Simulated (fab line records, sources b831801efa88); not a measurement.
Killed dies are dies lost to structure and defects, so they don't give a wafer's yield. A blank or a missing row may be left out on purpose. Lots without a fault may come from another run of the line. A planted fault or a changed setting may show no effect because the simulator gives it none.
Chamber matching | flow gf180mcu | GF_POLY_GATE_ETCH_13 on rie_si-01: 4 sister chambers
The step etches poly-Si in HBr/Cl2, stops on SiO2, target depth 198.5 nm, time 69.6 s. 14 wafers are shown with their chamber, then 7 later ones without.

WAFERS WITH THEIR CHAMBER
wafer  | chamber | drypump_motor_current_A (A) | throttle_valve_pct (%) | oes_product_au (a.u.)
L405.2 | 1       | 6.1                         | 33.677                 | 0.990
L405.4 | 3       | 5.9                         | 33.690                 | 0.990
L405.6 | 1       | 6.2                         | 33.685                 | 0.992
L406.2 | 0       | 5.6                         | 33.692                 | 0.981
L406.5 | 3       | 5.9                         | 33.685                 | 0.993
L406.6 | 2       | 5.4                         | 33.680                 | 0.989
L407.3 | 2       | 5.4                         | 33.681                 | 0.988
L407.5 | 2       | 5.4                         | 33.692                 | 0.985
L407.6 | 3       | 5.9                         | 33.684                 | 0.990
L408.2 | 0       | 5.6                         | 33.685                 | 0.987
L408.3 | 3       | 5.9                         | 33.683                 | 0.977
L408.4 | 1       | 6.2                         | 33.681                 | 0.986
L410.2 | 1       | 6.1                         | 33.653                 | 0.987
L410.4 | 0       | 5.6                         | 33.673                 | 0.982

SIGNATURES (means of the wafers above)
reading                 | chamber 0 | chamber 1 | chamber 2 | chamber 3 | scatter within a chamber
drypump_motor_current_A | 5.600     | 6.150     | 5.400     | 5.900     | 0.0316
throttle_valve_pct      | 33.68333  | 33.67400  | 33.68433  | 33.68550  | 0.0096
oes_product_au          | 0.98333   | 0.98875   | 0.98733   | 0.98750   | 0.00453
Rule: a wafer's distance from a chamber is the root of the sum, over the readings, of the square of ((its reading less the chamber's mean) divided by the reading's scatter). The wafer belongs to the nearest chamber; if the next one is less than 2 further off, it can't be placed. The scatter: the root of (the sum of the squares of (reading less its chamber's mean) over the shown wafers, divided by (wafers less chambers)).

WAFERS WITHOUT THEIR CHAMBER
wafer  | drypump_motor_current_A (A) | throttle_valve_pct (%) | oes_product_au (a.u.)
L410.5 | 5.3                         | 33.688                 | 0.983
L413.2 | 5.8                         | 33.683                 | 0.998
L413.3 | 5.6                         | 33.693                 | 0.984
L413.6 | 5.9                         | 33.698                 | 0.982
L415.1 | 6.1                         | 33.681                 | 0.980
L415.3 | 5.9                         | 33.675                 | 0.979
L415.6 | 5.9                         | 33.699                 | 0.987

WHICH CHAMBER EACH WENT THROUGH
wafer  | from the rows above | in truth
L410.5 | 2                   | 2
L413.2 | 3                   | 3
L413.3 | 0                   | 0
L413.6 | 3                   | 3
L415.1 | 1                   | 1
L415.3 | 3                   | 3
L415.6 | 3                   | 3
Placed correctly: 7 of 7. Can't be placed from these rows: 0. Placed wrongly: 0.
